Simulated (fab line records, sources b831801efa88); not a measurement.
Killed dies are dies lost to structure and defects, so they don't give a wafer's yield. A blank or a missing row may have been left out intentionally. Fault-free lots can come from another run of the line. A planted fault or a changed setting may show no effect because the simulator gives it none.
Matching of chambers / flow sky130 / SKY_CONTACT_CMP_27 on cmp-02: 4 sister chambers
The step polishes, stops on SiO2, t overpolish 15 s, target thk 0 nm. 4 wafers are shown with their chamber, then 7 later ones without.

WAFERS WITH THEIR CHAMBER
wafer=L166.5; chamber=2; motor_current_A (A)=12.0
wafer=L169.6; chamber=1; motor_current_A (A)=11.2
wafer=L177.1; chamber=3; motor_current_A (A)=10.9
wafer=L177.4; chamber=0; motor_current_A (A)=10.8

WAFERS MISSING THEIR CHAMBER
wafer=L177.5; motor_current_A (A)=10.5
wafer=L178.2; motor_current_A (A)=11.4
wafer=L178.3; motor_current_A (A)=10.6
wafer=L178.5; motor_current_A (A)=11.6
wafer=L181.1; motor_current_A (A)=11.3
wafer=L181.2; motor_current_A (A)=11.4
wafer=L181.3; motor_current_A (A)=10.3

WHICH CHAMBER EACH WENT THROUGH
wafer=L177.5; from the rows above=can't be placed: 0 or 3 or 1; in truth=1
wafer=L178.2; from the rows above=can't be placed: 1 or 3 or 0 or 2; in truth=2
wafer=L178.3; from the rows above=can't be placed: 0 or 3 or 1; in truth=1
wafer=L178.5; from the rows above=can't be placed: 1 or 2 or 3 or 0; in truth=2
wafer=L181.1; from the rows above=can't be placed: 1 or 3 or 0 or 2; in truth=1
wafer=L181.2; from the rows above=can't be placed: 1 or 3 or 0 or 2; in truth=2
wafer=L181.3; from the rows above=can't be placed: 0 or 3 or 1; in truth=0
Correct placement for 0 of the 7. Cannot be placed on the basis of these rows: 7; the candidates contain the true chamber in 7. Wrongly placed: 0.
How it was worked out, from the rows above alone: a wafer's distance from a chamber is the root of the sum, over the readings, of the square of ((its reading less the chamber's mean) divided by the reading's scatter). If the next closest chamber is less than 2 further off than the closest, the wafer can't be placed; otherwise it belongs to the closest. For every chamber, the mean is computed from those of its wafers that are shown. The scatter: root of mean squared gap, hidden wafer to nearest shown wafer, with one shown wafer a chamber.
